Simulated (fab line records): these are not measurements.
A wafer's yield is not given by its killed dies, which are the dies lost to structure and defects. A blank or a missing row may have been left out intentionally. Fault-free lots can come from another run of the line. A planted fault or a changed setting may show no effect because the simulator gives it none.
Which tool did it? -- flow sky130 -- 6 lots with 18 wafers sampled at 3 steps, on a route of 708 steps

== WHAT EACH GAUGE READ, for each wafer ==
SKY_VT_ADJUST_NCORE_TW_MEAS_11.
lot,measured,on,VT_ADJUST_NCORE_TW
L523,day 8 17:25,film_metro-01,218.4 217.8 217.0
L528,day 10 03:55,film_metro-01,218.1 218.1 218.3
L534,day 11 22:46,film_metro-02,220.5 221.0 220.5
L540,day 14 13:13,film_metro-01,218.0 218.3 217.9
L542,day 15 03:01,film_metro-03,213.7 214.7 215.0
L545,day 17 02:45,film_metro-01,216.4 217.7 218.5

== TOOL THAT RAN EACH LOT (tool first, then ch and the chambers of the sampled wafers, then the start) ==
lot,SKY_FIELD_ISO_STRIP_16,SKY_NWELL_RTA_28
L523,"plasma_asher-01 ch 0,1, day 2 10:23","rtp_anneal-02 ch 0, day 5 14:40"
L528,"plasma_asher-01 ch 0,1, day 3 12:56","rtp_anneal-01 ch 0, day 6 20:33"
L534,"plasma_asher-03 ch 0,1, day 4 19:47","rtp_anneal-02 ch 0, day 8 05:54"
L540,"plasma_asher-04 ch 0,1, day 6 04:10","rtp_anneal-02 ch 0, day 10 09:20"
L542,"plasma_asher-01 ch 0,1, day 6 12:46","rtp_anneal-01 ch 0, day 10 21:17"
L545,"plasma_asher-04 ch 0,1, day 8 13:05","rtp_anneal-01 ch 0, day 12 13:42"
- SKY_FIELD_ISO_STRIP_16: strips in O2/N2.
- SKY_NWELL_RTA_28: time 30 s.

== THE ANSWER, worked out from the rows above alone ==
Rule: what is usual is taken from the lots themselves. The widest of any qualifying gaps counts: lots, ordered by their means at a reading, are off when they make up no more than a third of the lots, leave a main group of 4 or more, and stand apart from it by 3 or more times the standard deviation of that group's means. If all means in a main group match to the digits the tables above print for the reading, that group is not used. Also off: a lot with no number at a reading for which 4 or more lots have one. All remaining lots with rows at the step are treated as sound.
No lot is off at any reading shown: from this, nothing can be told.

== WHAT HAD BEEN PUT IN BY THE SIMULATOR ==
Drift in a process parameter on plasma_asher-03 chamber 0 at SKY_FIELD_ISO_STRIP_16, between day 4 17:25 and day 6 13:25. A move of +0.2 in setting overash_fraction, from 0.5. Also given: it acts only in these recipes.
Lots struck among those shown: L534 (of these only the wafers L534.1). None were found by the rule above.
